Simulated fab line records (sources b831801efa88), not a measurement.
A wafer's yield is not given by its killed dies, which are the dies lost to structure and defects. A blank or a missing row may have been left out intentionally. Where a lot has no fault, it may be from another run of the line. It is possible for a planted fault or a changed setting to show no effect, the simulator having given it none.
Comparing a struck lot with a sound one / flow sky130 / 43 out of 708 route steps
Sound: wafers L595.1, L595.3, L595.6. Struck: wafers L601.4, L601.5, L601.6. The cause comes at the end.
For every step that has rows: the tool of each side, followed by ch and its chambers, followed by its first start. Under that, the readings that differ: sound wafers / struck wafers / difference of the means / sigmas: that difference in standard deviations of wafers without a fault.
alike: a reading whose means differ by less than 2 such deviations, as well as words and numbers matching on both sides. not compared: withheld readings; readings where some wafer has no value; bounds like >300 that might hide an equal value; numbers whose values overlap and for which the record gives no deviation.
Wherever a step has rows on one side only, a row that says differs or no value, or a row with sigmas, the two part there. Non-overlapping numbers with no deviation appear without sigmas and do not part them. Lack of a reading on every wafer of one side parts them only where that side has two or more wafers.

first, 2 steps without rows for these wafers: SKY_GATE_OXIDE_CLEAN_00 (cleans in SC1/SC2, time 150 s); SKY_GATE_OXIDE_OXIDATION_01 (stabilise 600 s, purge 300 s, target thk 10.268 nm).
SKY_GATE_OXIDE_THK_MEAS_02:
  sound: film metro-04 at day 13 21:36; struck: film metro-02 at day 16 03:46
  alike: GATE_OXIDE_OXIDATION_00_THK
then, 7 steps without rows for these wafers: SKY_GATE_OXIDE_DEHYDRATE_03 (time 60 s); SKY_GATE_OXIDE_HMDS_04 (prime time 60 s); SKY_GATE_OXIDE_COAT_05 (resist thk 1140 nm); SKY_GATE_OXIDE_SOFTBAKE_06 (time 60 s); SKY_GATE_OXIDE_EXPOSE_07 (exposes mask LVOM, target cd 600 nm); SKY_GATE_OXIDE_PEB_08; SKY_GATE_OXIDE_DEVELOP_09 (develop time 60 s).
SKY_GATE_OXIDE_OVL_MEAS_10:
  sound: overlay-01 at day 14 23:52; struck: overlay-02 at day 17 08:07
  alike: GATE_OXIDE_OVL
following that, these wafers have no rows for 1 step: SKY_GATE_OXIDE_IMPLANT_11.
SKY_GATE_OXIDE_WET_ETCH_12: etches SiO2 in dHF, target depth 16.8 nm, time 336 s.
  sound on wet bench-02 ch 0, day 15 00:04; struck on wet bench-02 ch 2, day 17 08:17
SKY_GATE_OXIDE_STRIP_13: strips in O2/N2.
  sound on plasma asher-03 ch 0,1, day 15 00:10; struck on plasma asher-01 ch 0,1, day 17 08:25
  alike: chamber pressure mTorr, drypump motor current A, oes product au, strip time to endpoint s
  not compared: rf hours counter h
SKY_GATE_OXIDE_TW_MEAS_14:
  sound: film metro-03 at day 15 00:16; struck: film metro-03 at day 17 08:31
  alike: GATE_OXIDE_TW
then, 3 steps without rows for these wafers: SKY_GATE_OXIDE_CLEAN_15 (cleans in SC1/SC2, time 150 s); SKY_GATE_OXIDE_OXIDATION_16 (stabilise 600 s, purge 300 s, target thk 3.57 nm); SKY_POLY_GATE_CVD_00 (deposits poly-Si, target thk 180 nm, time 720 s).
SKY_POLY_GATE_THK_MEAS_01:
  sound: film metro-03 at day 15 03:51; struck: film metro-01 at day 17 11:22
  alike: POLY_GATE_CVD_00_THK
then, 8 steps without rows for these wafers: SKY_RES_PROTECT_DEHYDRATE_00 (time 60 s); SKY_RES_PROTECT_HMDS_01 (prime time 60 s); SKY_RES_PROTECT_COAT_02 (resist thk 1140 nm); SKY_RES_PROTECT_SOFTBAKE_03 (time 60 s); SKY_RES_PROTECT_EXPOSE_04 (exposes mask RPM, target cd 1270 nm); SKY_RES_PROTECT_PEB_05; SKY_RES_PROTECT_DEVELOP_06 (develop time 60 s); SKY_POLY_GATE_IMPLANT_02.
SKY_RES_PROTECT_STRIP_07: strips in O2/N2.
  sound on plasma asher-03 ch 1, day 16 07:22; struck on plasma asher-03 ch 0,1, day 18 16:43
  alike: chamber pressure mTorr, drypump motor current A, oes product au, strip time to endpoint s
  not compared: rf hours counter h
SKY_RES_PROTECT_TW_MEAS_08:
  sound: film metro-04 at day 16 07:28; struck: film metro-01 at day 18 16:48
  alike: POLY_GATE_TW
then, 2 steps without rows for these wafers: SKY_RES_PROTECT_CLEAN_09 (cleans in SC1/SC2, time 150 s); SKY_POLY_GATE_CVD_03 (deposits Si3N4 from DCS/NH3, target thk 75 nm, time 1290 s).
SKY_POLY_GATE_THK_MEAS_04:
  sound: film metro-01 at day 16 09:37; struck: film metro-02 at day 18 18:25
reading=POLY_GATE_CVD_03_THK (nm); sound=73.9 74.0 73.9; struck=75.3 75.8 75.6; difference=+1.6; sigmas=+2
then, 8 steps without rows for these wafers: SKY_POLY_GATE_DEHYDRATE_05 (time 60 s); SKY_POLY_GATE_HMDS_06 (prime time 60 s); SKY_POLY_GATE_COAT_07 (resist thk 110 nm); SKY_POLY_GATE_COAT_08 (resist thk 450 nm); SKY_POLY_GATE_SOFTBAKE_09 (time 90 s); SKY_POLY_GATE_EXPOSE_10 (exposes mask P1M, target cd 150 nm); SKY_POLY_GATE_PEB_11; SKY_POLY_GATE_DEVELOP_12 (develop time 60 s).
SKY_POLY_GATE_CD_MEAS_13: the cd target is 150 nm.
  sound: cd sem-02 at day 17 14:53; struck: cd sem-01 at day 20 02:23
  alike: cd nm
SKY_POLY_GATE_OVL_MEAS_14:
  sound: overlay-02 at day 17 15:01; struck: overlay-02 at day 20 02:28
  alike: POLY_GATE_OVL
-- here the record skips 28 days between the struck wafers' starts before and after, leaving off in module POLY_GATE and picking up in module PAD_OPEN (first step shown: number 708 of the route) --
SKY_PAD_OPEN_PROBE_99:
  sound: prober-02 at day 46 14:19; struck: prober-02 at day 48 06:47
reading=killed at front end; sound=20 22 15; struck=64 64 55; difference=+42; sigmas=+10
reading=killed dies; sound=88 105 74; struck=122 140 111; difference=+35; sigmas=+4
  alike: killed_at_M0_to_M3, killed_at_M4_up, killed at contacts, killed at other, killed open, killed short

WHERE THEY PART
At SKY_POLY_GATE_THK_MEAS_04 first; at SKY_PAD_OPEN_PROBE_99 last (within this record only).

WHY: what the simulator had put in
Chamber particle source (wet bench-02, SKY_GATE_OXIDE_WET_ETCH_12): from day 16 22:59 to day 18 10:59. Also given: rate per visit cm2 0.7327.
